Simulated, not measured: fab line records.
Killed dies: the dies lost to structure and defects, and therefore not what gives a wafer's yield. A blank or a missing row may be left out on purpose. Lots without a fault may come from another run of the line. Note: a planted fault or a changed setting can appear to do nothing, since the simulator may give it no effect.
Chamber matching	flow gf180mcu	3 sister chambers for GF_PASSIVATION_CVD_00 on pecvd-04
The step deposits SiO2 from TEOS, target thk 1000 nm, time 111.95 s. 3 wafers are shown with their chamber, then 9 later ones without.

## EACH WAFER AND ITS CHAMBER
wafer	chamber	heater-power-w (W)
L082.2	1	484
L089.3	2	719
L089.5	0	834

## WAFERS WITHOUT THEIR CHAMBER
wafer	heater-power-w (W)
L094.2	495
L094.4	693
L094.6	548
L095.1	740
L095.3	545
L095.6	816
L097.1	564
L097.2	638
L097.6	835

## EACH ONE'S CHAMBER
wafer	from the rows above	in truth
L094.2	1	1
L094.4	2	2
L094.6	1	1
L095.1	can't be placed: 2 or 0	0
L095.3	1	1
L095.6	can't be placed: 0 or 2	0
L097.1	can't be placed: 1 or 2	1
L097.2	can't be placed: 2 or 1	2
L097.6	0	0
5 of 9 placed correctly. Cannot be placed on the basis of these rows: 4; the candidates contain the true chamber in 4. Number placed wrongly: 0.
How it was worked out, from the rows above alone: a wafer's distance from a chamber is the root of the sum, over the readings, of the square of ((its reading less the chamber's mean) divided by the reading's scatter). The wafer belongs to the nearest chamber; if the next one is less than 2 further off, it can't be placed. The mean given for a chamber averages the wafers shown for that chamber. The scatter: root of mean squared gap, hidden wafer to nearest shown wafer, with one shown wafer a chamber.
